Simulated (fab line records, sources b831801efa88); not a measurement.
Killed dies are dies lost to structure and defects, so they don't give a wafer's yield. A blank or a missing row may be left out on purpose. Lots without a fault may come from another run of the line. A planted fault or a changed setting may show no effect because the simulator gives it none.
Which tool did it? | flow sky130 | 15 lots, 43 wafers sampled, at 3 steps of a route of 708

WHAT THE GAUGES READ, wafer by wafer
SKY_PWDE_TW_MEAS_10.
lot  | measured    | on            | PWDE_TW
L725 | day 3 19:14 | film_metro-02 | 370 370 370
L726 | day 4 01:22 | film_metro-04 | 376 377 379
L727 | day 4 08:54 | film_metro-03 | 376 376 376
L730 | day 4 22:10 | film_metro-02 | 369 369 370
L731 | day 5 13:32 | film_metro-02 | 371 371 372
L732 | day 6 03:46 | film_metro-02 | 374 372 375
L734 | day 6 11:05 | film_metro-04 | 380 380 379
L735 | day 6 13:10 | film_metro-03 | 375 377 373
L736 | day 6 18:58 | film_metro-03 | 375 375 375
L737 | day 6 20:47 | film_metro-04 | 378 380 379
L739 | day 7 07:44 | film_metro-03 | 380 379 378
L744 | day 8 07:33 | film_metro-02 | 409 409
L746 | day 8 20:51 | film_metro-03 | 415 415 375
L747 | day 8 23:18 | film_metro-04 | 416 377
L748 | day 9 03:02 | film_metro-04 | 379 378 378

SKY_NWELL_RS_MEAS_31: measures by four-point-probe.
lot  | measured     | on            | PWDE_RS (ohm/sq)
L725 | day 5 03:23  | film_metro-03 | 5292 5292 5289
L726 | day 5 09:16  | film_metro-02 | 5282 5264 5269
L727 | day 5 18:22  | film_metro-03 | 5246 5250 5252
L730 | day 6 10:54  | film_metro-02 | 5244 5248 5244
L731 | day 7 03:22  | film_metro-04 | 5314 5288 5297
L732 | day 7 18:13  | film_metro-02 | 5287 5271 5276
L734 | day 8 02:15  | film_metro-03 | 5253 5271 5286
L735 | day 8 05:02  | film_metro-02 | 5279 5257 5263
L736 | day 8 09:44  | film_metro-02 | 5283 5291 5289
L737 | day 8 12:56  | film_metro-04 | 5306 5288 5300
L739 | day 9 00:52  | film_metro-03 | 5250 5237 5247
L744 | day 10 02:02 | film_metro-04 | 4163 4152
L746 | day 10 16:19 | film_metro-03 | 4174 4172 5315
L747 | day 10 21:07 | film_metro-03 | 4179 5310
L748 | day 11 00:56 | film_metro-03 | 5269 5267 5244

WHICH TOOL RAN EACH LOT (tool, then ch and the chambers of the sampled wafers, then the start)
lot  | SKY_PWDE_IMPLANT_08
L725 | implanter-01 ch 0, day 3 19:01
L726 | implanter-01 ch 0, day 4 01:07
L727 | implanter-03 ch 0, day 4 08:41
L730 | implanter-02 ch 0, day 4 21:55
L731 | implanter-01 ch 0, day 5 13:17
L732 | implanter-02 ch 0, day 6 03:31
L734 | implanter-03 ch 0, day 6 10:50
L735 | implanter-03 ch 0, day 6 12:55
L736 | implanter-03 ch 0, day 6 18:43
L737 | implanter-02 ch 0, day 6 20:32
L739 | implanter-01 ch 0, day 7 07:31
L744 | implanter-02 ch 0, day 8 07:19
L746 | implanter-02 ch 0, day 8 20:37
L747 | implanter-02 ch 0, day 8 23:05
L748 | implanter-03 ch 0, day 9 02:47
- SKY_PWDE_IMPLANT_08

WHAT THE TOOLS THEMSELVES READ (means of the sampled wafers that have a number; where no wafer has one, the mark that the record gives instead)
SKY_PWDE_IMPLANT_08.
lot  | tool         | beam_on_s (s) | faraday_current_uA
L725 | implanter-01 | 10.12         | 20.1
L726 | implanter-01 | 10.18         | 19.9
L727 | implanter-03 | 9.82          | 20.6
L730 | implanter-02 | 9.95          | 20.4
L731 | implanter-01 | 9.92          | 20.5
L732 | implanter-02 | 9.84          | 20.6
L734 | implanter-03 | 9.86          | 20.6
L735 | implanter-03 | 9.93          | 20.4
L736 | implanter-03 | 10.12         | 20.1
L737 | implanter-02 | 10.22         | 19.8
L739 | implanter-01 | 9.93          | 20.4
L744 | implanter-02 | 13.49         | 15.0
L746 | implanter-02 | 12.21         | 16.9
L747 | implanter-02 | 11.63         | 17.9
L748 | implanter-03 | 9.86          | 20.6

THE ANSWER, worked out from the rows above alone
Rule: what is usual is taken from the lots themselves. Put in order of their means at a reading, lots are off if they are a third of the lots or fewer, leave a main group of 4 or more, and stand apart from it by a gap of 3 or more times the standard deviation of the main group's means; of several such gaps the widest counts. A main group whose means are all the same, to the digits that the tables above print for the reading, isn't used. A lot without any number at a reading at which 4 lots or more have one is off too. The other lots that the step has rows for count as sound. The gauges are gone through in route order, then the tools' own readings, and for those a lot's mean is taken as printed above. The first step at which some lot is off is used, and at that step the reading that is off furthest; a lot without a number counts as furthest.
Off: L744, L746, L747, at SKY_PWDE_TW_MEAS_10 (PWDE_TW). The main group: mean 375, standard deviation 3.4.
A tool fits if, at a process step before that reading, it ran every lot that is off, and no sound lot after the first of them. The gauges at SKY_PWDE_TW_MEAS_10 aren't tried: what is off there is off at SKY_PWDE_IMPLANT_08 too, on other tools, and a gauge's error can't cause that. One fits: implanter-02 at SKY_PWDE_IMPLANT_08. Its last sound lot is L737 (day 6 20:32), its first lot that is off L744 (day 8 07:19): a fault that began between those two fits.
The tool's own readings at SKY_PWDE_IMPLANT_08 bear it out: on the lots that are off they differ by more than 5 times the standard deviation of the sound lots' means. beam_on_s reads 12.44 s there against 9.98 s on the sound lots; faraday_current_uA reads 16.6 there against 20.3 on the sound lots.

WHAT THE SIMULATOR HAD PUT IN
Process parameter drift: implanter-02, from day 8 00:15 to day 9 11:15, at SKY_PWDE_IMPLANT_08. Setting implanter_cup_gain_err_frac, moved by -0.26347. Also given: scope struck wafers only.
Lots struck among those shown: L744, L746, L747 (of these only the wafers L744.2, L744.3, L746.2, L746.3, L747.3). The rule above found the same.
